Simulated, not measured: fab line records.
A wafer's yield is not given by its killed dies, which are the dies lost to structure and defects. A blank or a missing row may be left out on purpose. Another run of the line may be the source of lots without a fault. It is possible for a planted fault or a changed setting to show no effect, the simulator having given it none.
Which tool was responsible? + flow sky130 + 39 wafers from 13 lots sampled at 3 of the route's 708 steps

## WHAT THE GAUGES SHOWED, per wafer
SKY_PWDE_TW_MEAS_10.
| lot  | measured    | on            | PWDE_TW     |
|------|-------------|---------------|-------------|
| L733 | day 4 14:08 | film metro-03 | 369 368 368 |
| L734 | day 4 19:06 | film metro-04 | 375 372 376 |
| L735 | day 4 22:58 | film metro-03 | 368 368 368 |
| L738 | day 5 20:14 | film metro-04 | 378 375 378 |
| L739 | day 6 00:52 | film metro-03 | 366 366 365 |
| L741 | day 6 20:23 | film metro-04 | 373 377 377 |
| L742 | day 6 21:31 | film metro-04 | 379 376 377 |
| L743 | day 7 01:08 | film metro-03 | 370 369 370 |
| L744 | day 7 08:59 | film metro-03 | 368 368 367 |
| L745 | day 7 12:22 | film metro-01 | 374 374 375 |
| L746 | day 7 17:34 | film metro-03 | 368 368 370 |
| L747 | day 7 21:51 | film metro-01 | 374 376 375 |
| L748 | day 8 01:02 | film metro-03 | 369 368 369 |

SKY_POLY_GATE_THK_MEAS_04.
| lot  | measured     | on            | POLY_GATE_CVD_03_THK (nm) |
|------|--------------|---------------|---------------------------|
| L733 | day 16 03:25 | film metro-03 | 75.0 75.0 75.7            |
| L734 | day 16 21:01 | film metro-04 | 75.5 75.5 75.7            |
| L735 | day 16 11:52 | film metro-03 | 75.1 75.7 75.5            |
| L738 | day 18 20:05 | film metro-02 | 74.3 74.4 74.5            |
| L739 | day 18 20:05 | film metro-03 | 74.9 74.5 75.2            |
| L741 | day 24 03:50 | film metro-04 | 74.3 74.4 75.3            |
| L742 | day 24 03:46 | film metro-03 | 74.0 73.7 74.0            |
| L743 | day 24 03:43 | film metro-03 | 74.9 74.9 75.1            |
| L744 | day 24 03:51 | film metro-03 | 75.8 76.0 75.4            |
| L745 | day 24 03:43 | film metro-02 | 74.8 74.8 74.9            |
| L746 | day 24 03:53 | film metro-03 | 75.3 74.9 74.7            |
| L747 | day 24 03:55 | film metro-04 | 75.1 75.5 76.0            |
| L748 | day 24 03:58 | film metro-04 | 75.4 75.1 75.2            |

## WHICH TOOL RAN EACH LOT (tool, then ch and the chambers of the sampled wafers, then the start)
| lot  | SKY_NWELL_IMPLANT_12           |
|------|--------------------------------|
| L733 | implanter-02 ch 0, day 5 07:07 |
| L734 | implanter-02 ch 0, day 5 16:43 |
| L735 | implanter-01 ch 0, day 5 15:58 |
| L738 | implanter-02 ch 0, day 6 14:00 |
| L739 | implanter-02 ch 0, day 6 19:34 |
| L741 | implanter-01 ch 0, day 7 16:48 |
| L742 | implanter-04 ch 0, day 7 17:07 |
| L743 | implanter-01 ch 0, day 7 21:18 |
| L744 | implanter-02 ch 0, day 8 05:19 |
| L745 | implanter-04 ch 0, day 8 08:37 |
| L746 | implanter-04 ch 0, day 8 14:34 |
| L747 | implanter-01 ch 0, day 8 18:27 |
| L748 | implanter-01 ch 0, day 8 21:49 |
- SKY_NWELL_IMPLANT_12

## AS READ BY THE TOOLS THEMSELVES (means over the sampled wafers that have a number; for cases with no such wafer, the mark the record gives instead)
The record holds no such reading with a usual standard deviation.

## THE ANSWER, worked out from the rows above alone
Rule: usual is defined by the lots themselves. Put in order of their means at a reading, lots are off if they are a third of the lots or fewer, leave a main group of 4 or more, and stand apart from it by a gap of 3 or more times the standard deviation of the main group's means; of several such gaps the widest counts. A main group is skipped when, at the precision printed for the reading in the tables above, its means are all equal. A lot without any number at a reading at which 4 lots or more have one is off too. Any other lot the step has rows for is counted as sound. After the gauges, taken in route order, come the tools' own readings; for these a lot's mean is taken, as printed above. The first step at which some lot is off is used, and at that step the reading that is off furthest; a lot without a number counts as furthest.
None of the lots is off at any reading shown; this tells nothing.

## WHAT THE SIMULATOR HAD INSERTED
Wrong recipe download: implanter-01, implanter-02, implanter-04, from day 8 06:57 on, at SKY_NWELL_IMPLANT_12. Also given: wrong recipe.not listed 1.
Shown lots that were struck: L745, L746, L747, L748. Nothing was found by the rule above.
